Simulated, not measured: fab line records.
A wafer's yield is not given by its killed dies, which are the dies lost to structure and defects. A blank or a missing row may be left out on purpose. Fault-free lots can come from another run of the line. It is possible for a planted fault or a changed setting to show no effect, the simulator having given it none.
fab line records -- flow sky130
[record] lots = 12, wafers = 36, last-day = 51
route steps=708 shown LI_CONTACT@383 CONTACT@408
lots untouched by any fault: they come from a run of this same line in which no faults occurred
start-h: hours from the record's first day to the start of the lot's first wafer shown -- wait-h: hours from the lot's prior step to this one -- " as in the row above -- L1.1+2: one row covering several wafers at once -- - either no value or no given start -- * or withheld: withheld -- < > ~ a bound
route shown NAME@n: names a module that has steps shown in the file, with the first one's number in the route -- usual: mean/standard deviation of fault-free wafers -- same: alike in all rows -- chamber/n: place in a boat -- sites: each site's reading -- _std_site: how widely they spread, as a standard deviation -- _edge_site: mean of outer sites minus mean of inner sites -- radius-mm: for every site, how far away it sits from the centre of the wafer -- mask NAME#n: copy n -- behind: the most recent tool/chamber to have shaped the wafer -- hold: why the lot was held/for how many hours/how that ended -- device: transistor that didn't switch, given as n, p or np -- end of line: tests run on the same wafers once the route is complete -- where a step has no rows: the recipe by itself -- killed: dies lost to structure and defects at the first sort, not the wafer's yield -- map: a wafer's dies, marking killed ones x, the rest . and places with no die _
set.NAME: the run value of the setting; set.NAME@STEP: its run value at that earlier step -- model.NAME: the simulator's own value behind a step, which no gauge read
route steps across a sampled set of lots; one table per step, one row per wafer
services: from which hour (start-h, from the record's first day; less than 0 if before it) a tool's chamber was out of use, for how many hours, and why
[[steps]]
[step SKY_LI_CONTACT_CVD_21]
[recipe] material = W, target-thk-nm = 400, time-s = 120.56, temp-c = 400, pressure-torr = 40
[usual] heater-power-w = 919/88
lot.wafer,tool,chamber,start-h,wait-h,heater-power-w,since-wet-clean-h
L138.2,cvd-w-01,0,705.73,0.0,919,302
L138.4,cvd-w-01,0,705.73,0.0,918,-
L138.5,cvd-w-01,1,705.73,0.0,779,-
L139.3,cvd-w-02,1,710.37,0.1,947,-
L139.5,cvd-w-02,0,710.37,0.1,1041,-
L139.6,cvd-w-02,1,710.37,0.1,951,-
L140.1,cvd-w-01,0,715.39,0.0,900,311
L140.3,cvd-w-01,1,715.39,0.0,773,-
L140.5,cvd-w-01,1,715.39,0.0,789,-
L145.4,cvd-w-02,0,768.20,0.1,1002,-
L145.5,cvd-w-02,0,768.20,0.1,993,-
L145.6,cvd-w-02,1,768.20,0.1,939,-
L149.1,cvd-w-01,1,796.86,0.0,778,393
L149.3,cvd-w-01,1,796.86,0.0,780,-
L149.4,cvd-w-01,0,796.86,0.0,919,-
L150.1,cvd-w-02,1,801.13,0.0,938,897
L150.3,cvd-w-02,1,801.13,0.0,944,-
L150.5,cvd-w-02,1,801.13,0.0,927,-
L151.2,cvd-w-02,0,806.11,0.0,1023,902
L151.4,cvd-w-02,1,806.11,0.0,941,-
L151.5,cvd-w-02,1,806.11,0.0,946,-
L154.4,cvd-w-01,1,826.89,0.1,765,-
L154.5,cvd-w-01,0,826.89,0.1,925,-
L154.6,cvd-w-01,1,826.89,0.1,773,-
L157.1,cvd-w-02,0,850.25,0.0,1023,946
L157.3,cvd-w-02,1,850.25,0.0,910,-
L157.4,cvd-w-02,0,850.25,0.0,1027,-
L158.3,cvd-w-01,0,854.02,0.1,928,-
L158.5,cvd-w-01,1,854.02,0.1,780,-
L158.6,cvd-w-01,0,854.02,0.1,936,-
L159.1,cvd-w-01,1,867.91,0.0,790,464
L159.4,cvd-w-01,1,867.91,0.0,791,-
L159.5,cvd-w-01,0,867.91,0.0,908,-
L161.2,cvd-w-01,1,879.16,0.0,792,475
L161.5,cvd-w-01,1,879.16,0.0,791,-
L161.6,cvd-w-01,0,879.16,0.0,936,-
[step SKY_CONTACT_HDPCVD_02]
[recipe] material = SiO2, target-thk-nm = 565, sigma-open-frac = 0.3, time-s = 94.2, temp-c = 600, sih4-flow-sccm = 60, pressure-mtorr = 6
[usual] sih4-flow-sccm = 59.98/0.18
lot.wafer,tool,chamber,start-h,wait-h,sih4-flow-sccm
L138.2,hdpcvd-02,0,735.66,0.0,59.95
L138.4,hdpcvd-02,2,735.66,0.0,60.14
L138.5,hdpcvd-02,1,735.66,0.0,60.26
L139.3,hdpcvd-02,2,740.81,0.0,60.04
L139.5,hdpcvd-02,0,740.81,0.0,60.04
L139.6,hdpcvd-02,1,740.81,0.0,59.98
L140.1,hdpcvd-01,0,745.17,0.1,59.93
L140.3,hdpcvd-01,2,745.17,0.1,60.35
L140.5,hdpcvd-01,2,745.17,0.1,60.36
L145.4,hdpcvd-01,0,797.48,0.1,59.96
L145.5,hdpcvd-01,2,797.48,0.1,59.72
L145.6,hdpcvd-01,1,797.48,0.1,60.03
L149.1,hdpcvd-01,2,825.76,0.1,47.99
L149.3,hdpcvd-01,1,825.76,0.1,59.78
L149.4,hdpcvd-01,2,825.76,0.1,47.96
L150.1,hdpcvd-01,1,829.62,0.1,59.93
L150.3,hdpcvd-01,0,829.62,0.1,59.94
L150.5,hdpcvd-01,2,829.62,0.1,48.07
L151.2,hdpcvd-02,2,834.96,0.0,59.83
L151.4,hdpcvd-02,1,834.96,0.0,59.77
L151.5,hdpcvd-02,0,834.96,0.0,59.94
L154.4,hdpcvd-02,0,855.76,0.1,60.08
L154.5,hdpcvd-02,2,855.76,0.1,59.86
L154.6,hdpcvd-02,1,855.76,0.1,59.81
L157.1,hdpcvd-02,0,877.17,0.1,60.02
L157.3,hdpcvd-02,2,877.17,0.1,60.11
L157.4,hdpcvd-02,1,877.17,0.1,59.80
L158.3,hdpcvd-02,0,881.75,0.0,60.07
L158.5,hdpcvd-02,2,881.75,0.0,59.95
L158.6,hdpcvd-02,1,881.75,0.0,60.04
L159.1,hdpcvd-02,0,896.01,0.1,60.13
L159.4,hdpcvd-02,0,896.01,0.1,60.02
L159.5,hdpcvd-02,2,896.01,0.1,59.70
L161.2,hdpcvd-02,1,906.51,0.0,60.23
L161.5,hdpcvd-02,2,906.51,0.0,59.91
L161.6,hdpcvd-02,1,906.51,0.0,60.23
[step SKY_CONTACT_THK_MEAS_03]
[recipe] reads = SiO2_of_CONTACT_HDPCVD_02
[usual] CONTACT_HDPCVD_THK = 563/5.4
lot.wafer,tool,chamber,start-h,wait-h,CONTACT_HDPCVD_THK[nm]
L138.2,film-metro-02,-,735.74,0.0,573
L138.4,film-metro-02,-,735.74,0.0,567
L138.5,film-metro-02,-,735.74,0.0,569
L139.3,film-metro-02,-,740.90,0.1,561
L139.5,film-metro-02,-,740.90,0.1,564
L139.6,film-metro-02,-,740.90,0.1,563
L140.1,film-metro-02,-,745.24,0.0,566
L140.3,film-metro-02,-,745.24,0.0,560
L140.5,film-metro-02,-,745.24,0.0,563
L145.4,film-metro-02,-,797.55,0.0,559
L145.5,film-metro-02,-,797.55,0.0,567
L145.6,film-metro-02,-,797.55,0.0,553
L149.1,film-metro-04,-,825.83,0.0,457
L149.3,film-metro-04,-,825.83,0.0,566
L149.4,film-metro-04,-,825.83,0.0,459
L150.1,film-metro-02,-,829.69,0.0,565
L150.3,film-metro-02,-,829.69,0.0,568
L150.5,film-metro-02,-,829.69,0.0,458
L151.2,film-metro-04,-,835.04,0.0,567
L151.4,film-metro-04,-,835.04,0.0,566
L151.5,film-metro-04,-,835.04,0.0,565
L154.4,film-metro-04,-,855.83,0.0,568
L154.5,film-metro-04,-,855.83,0.0,569
L154.6,film-metro-04,-,855.83,0.0,555
L157.1,film-metro-04,-,877.24,0.0,559
L157.3,film-metro-04,-,877.24,0.0,559
L157.4,film-metro-04,-,877.24,0.0,565
L158.3,film-metro-04,-,881.84,0.1,563
L158.5,film-metro-04,-,881.84,0.1,563
L158.6,film-metro-04,-,881.84,0.1,565
L159.1,film-metro-02,-,896.08,0.0,564
L159.4,film-metro-02,-,896.08,0.0,566
L159.5,film-metro-02,-,896.08,0.0,564
L161.2,film-metro-03,-,906.59,0.0,570
L161.5,film-metro-03,-,906.59,0.0,570
L161.6,film-metro-03,-,906.59,0.0,566
[step SKY_CONTACT_CMP_04]
[recipe] material = SiO2, down-force-psi = 4, platen-rpm = 60, pad-velocity-m-s = 0.94248
[usual] motor-current-A = 11.9/1.3, time-to-endpoint-s = 82/3.3
lot.wafer,tool,chamber,start-h,wait-h,motor-current-A,time-to-endpoint-s
L138.2,cmp-02,0,736.06,0.3,12.4,80
L138.4,cmp-02,1,736.06,0.3,11.7,83
L138.5,cmp-02,1,736.06,0.3,11.5,83
L139.3,cmp-01,1,741.23,0.3,11.1,86
L139.6,cmp-01,2,741.23,0.3,12.9,86
L139.5,cmp-01,3,741.23,0.3,12.5,87
L140.1,cmp-01,2,745.30,0.1,11.9,85
L140.3,cmp-01,1,745.30,0.1,10.8,80
L140.5,cmp-01,3,745.30,0.1,13.2,81
L145.4,cmp-02,1,797.73,0.2,11.7,77
L145.5,cmp-02,2,797.73,0.2,13.9,84
L145.6,cmp-02,3,797.73,0.2,11.7,80
L149.1,cmp-02,0,825.94,0.1,11.4,37
L149.3,cmp-02,1,825.94,0.1,11.4,78
L149.4,cmp-02,2,825.94,0.1,14.1,40
L150.1,cmp-01,3,829.85,0.1,12.4,80
L150.3,cmp-01,0,829.85,0.1,10.2,83
L150.5,cmp-01,2,829.85,0.1,12.3,41
L151.2,cmp-02,1,835.09,0.0,11.0,84
L151.4,cmp-02,0,835.09,0.0,11.7,79
L151.5,cmp-02,2,835.09,0.0,14.5,86
L154.4,cmp-01,0,856.01,0.2,9.8,86
L154.5,cmp-01,1,856.01,0.2,10.7,85
L154.6,cmp-01,2,856.01,0.2,12.0,79
L157.1,cmp-02,0,877.35,0.1,11.9,74
L157.3,cmp-02,1,877.35,0.1,11.6,74
L157.4,cmp-02,2,877.35,0.1,14.5,79
L158.3,cmp-02,0,882.03,0.2,11.8,76
L158.6,cmp-02,1,882.03,0.2,11.2,81
L158.5,cmp-02,2,882.03,0.2,13.9,79
L159.1,cmp-01,1,896.14,0.1,10.6,82
L159.4,cmp-01,2,896.14,0.1,12.6,86
L159.5,cmp-01,1,896.14,0.1,11.3,82
L161.2,cmp-01,1,906.64,0.0,11.5,82
L161.5,cmp-01,1,906.64,0.0,11.0,82
L161.6,cmp-01,2,906.64,0.0,12.5,84
[step SKY_CONTACT_OVL_MEAS_15]
[usual] CONTACT_OVL = -2/4.8
lot.wafer,tool,chamber,start-h,wait-h,CONTACT_OVL[nm]
L138.2,overlay-02,-,765.58,0.1,-1
L138.4,overlay-02,-,765.58,0.1,-2
L138.5,overlay-02,-,765.58,0.1,2
L139.3,overlay-01,-,769.45,0.1,1
L139.5,overlay-01,-,769.45,0.1,3
L139.6,overlay-01,-,769.45,0.1,-6
L140.1,overlay-02,-,773.73,0.1,5
L140.3,overlay-02,-,773.73,0.1,2
L140.5,overlay-02,-,773.73,0.1,0
L145.4,overlay-02,-,825.14,0.1,-3
L145.5,overlay-02,-,825.14,0.1,3
L145.6,overlay-02,-,825.14,0.1,4
L149.1,overlay-01,-,853.73,0.1,-2
L149.3,overlay-01,-,853.73,0.1,-8
L149.4,overlay-01,-,853.73,0.1,-6
L150.1,overlay-01,-,857.38,0.1,-4
L150.3,overlay-01,-,857.38,0.1,-4
L150.5,overlay-01,-,857.38,0.1,-6
L151.2,overlay-02,-,862.58,0.1,-2
L151.4,overlay-02,-,862.58,0.1,-1
L151.5,overlay-02,-,862.58,0.1,-2
L154.4,overlay-02,-,882.05,0.1,-9
L154.5,overlay-02,-,882.05,0.1,-6
L154.6,overlay-02,-,882.05,0.1,-12
L157.1,overlay-02,-,903.83,0.1,-3
L157.3,overlay-02,-,903.83,0.1,-6
L157.4,overlay-02,-,903.83,0.1,-1
L158.3,overlay-02,-,908.70,0.1,9
L158.5,overlay-02,-,908.70,0.1,-1
L158.6,overlay-02,-,908.70,0.1,-2
L159.1,overlay-01,-,923.18,0.1,-4
L159.4,overlay-01,-,923.18,0.1,-3
L159.5,overlay-01,-,923.18,0.1,1
L161.2,overlay-01,-,932.43,0.1,5
L161.5,overlay-01,-,932.43,0.1,-7
L161.6,overlay-01,-,932.43,0.1,6
[step SKY_CONTACT_RS_MEAS_25]
[recipe] thk-meas-gauge = four-point-probe, reads = W_of_CONTACT_CVD_24+TiN_of_CONTACT_SPUTTER_23
[usual] CONTACT_W_RS = 0.337/0.0037
lot.wafer,tool,chamber,start-h,wait-h,CONTACT_W_RS[ohm/sq]
L138.2,film-metro-03,-,766.64,0.2,0.329
L138.4,film-metro-03,-,766.64,0.2,0.332
L138.5,film-metro-03,-,766.64,0.2,0.337
L139.3,film-metro-03,-,770.41,0.1,0.338
L139.5,film-metro-03,-,770.41,0.1,0.333
L139.6,film-metro-03,-,770.41,0.1,0.342
L140.1,film-metro-02,-,774.67,0.1,0.331
L140.3,film-metro-02,-,774.67,0.1,0.338
L140.5,film-metro-02,-,774.67,0.1,0.339
L145.4,film-metro-02,-,826.13,0.1,0.338
L145.5,film-metro-02,-,826.13,0.1,0.338
L145.6,film-metro-02,-,826.13,0.1,0.337
L149.1,film-metro-02,-,854.67,0.1,0.335
L149.3,film-metro-02,-,854.67,0.1,0.333
L149.4,film-metro-02,-,854.67,0.1,0.334
L150.1,film-metro-04,-,858.31,0.1,0.337
L150.3,film-metro-04,-,858.31,0.1,0.334
L150.5,film-metro-04,-,858.31,0.1,0.336
L151.2,film-metro-03,-,863.54,0.1,0.333
L151.4,film-metro-03,-,863.54,0.1,0.336
L151.5,film-metro-03,-,863.54,0.1,0.335
L154.4,film-metro-04,-,883.10,0.1,0.331
L154.5,film-metro-04,-,883.10,0.1,0.331
L154.6,film-metro-04,-,883.10,0.1,0.336
L157.1,film-metro-04,-,904.76,0.1,0.338
L157.3,film-metro-04,-,904.76,0.1,0.339
L157.4,film-metro-04,-,904.76,0.1,0.341
L158.3,film-metro-03,-,909.70,0.1,0.337
L158.5,film-metro-03,-,909.70,0.1,0.336
L158.6,film-metro-03,-,909.70,0.1,0.332
L159.1,film-metro-03,-,924.15,0.1,0.341
L159.4,film-metro-03,-,924.15,0.1,0.338
L159.5,film-metro-03,-,924.15,0.1,0.340
L161.2,film-metro-03,-,933.40,0.1,0.333
L161.5,film-metro-03,-,933.40,0.1,0.335
L161.6,film-metro-03,-,933.40,0.1,0.337
[[services]]
tool,chamber,start-h,hours,kind
cvd-w-01,-,701.29,0.8,repair
cmp-02,-,703.06,0.7,repair
cvd-w-02,0,715.45,6.0,repair
cvd-w-01,-,718.73,6.9,pm
hdpcvd-02,2,729.40,5.5,repair
cvd-w-01,-,730.42,0.8,repair
cmp-01,-,734.26,6.8,pm
cvd-w-02,-,741.30,2.8,pm
cmp-02,-,745.57,4.0,pm
cvd-w-01,-,746.65,0.8,repair
cvd-w-01,1,762.88,5.5,repair
hdpcvd-01,-,772.48,0.8,repair
hdpcvd-01,-,784.05,2.8,pm
cmp-01,-,803.26,7.1,pm
cvd-w-01,-,811.08,2.8,pm
cmp-01,-,827.94,0.5,repair
cmp-02,-,846.00,7.3,repair
cvd-w-02,-,853.57,6.0,pm
hdpcvd-02,-,862.33,1.8,repair
cmp-02,-,864.95,0.7,repair
cvd-w-02,1,869.81,5.5,repair
cmp-01,-,881.07,3.2,repair
hdpcvd-02,2,885.10,3.5,repair
cvd-w-02,-,904.00,14.0,pm
[[key]]
[first-sign] step = SKY_CONTACT_HDPCVD_02, reading = sih4-flow-sccm, direction = down, sigmas = 66, usual = 59.98, struck = 48.01
[effect] step = SKY_CONTACT_THK_MEAS_03, reading = CONTACT_HDPCVD_THK, direction = down, sigmas = 20, usual = 563, struck = 458
[effect] step = SKY_CONTACT_CMP_04, reading = time-to-endpoint-s, direction = down, sigmas = 13, usual = *, struck = *
met-at SKY_CONTACT_HDPCVD_02
struck-lots L149,L150
struck-wafers L149.1,L149.4,L150.5
tester-left-out L149,L150
not-acting-at SKY_LI_CONTACT_CVD_21,SKY_CONTACT_OVL_MEAS_15,SKY_CONTACT_RS_MEAS_25
onset-between 797.48 825.76
[fault] kind = process-parameter-drift, tool = hdpcvd-01, chamber = 2, onset-h = 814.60, steps = SKY_CONTACT_HDPCVD_02, channel = sih4-flow-sccm, offset = -12, shape = step, end-h = 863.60, acts-in = these-recipes-only, stated = 60
// tester-left-out: of these lots the tester's yield and bins aren't shown, on N5 and GAA mostly nor the transistor test; their killed dies are dies lost to structure and defects alone, not to doping, threshold or leakage, so they don't give the yield
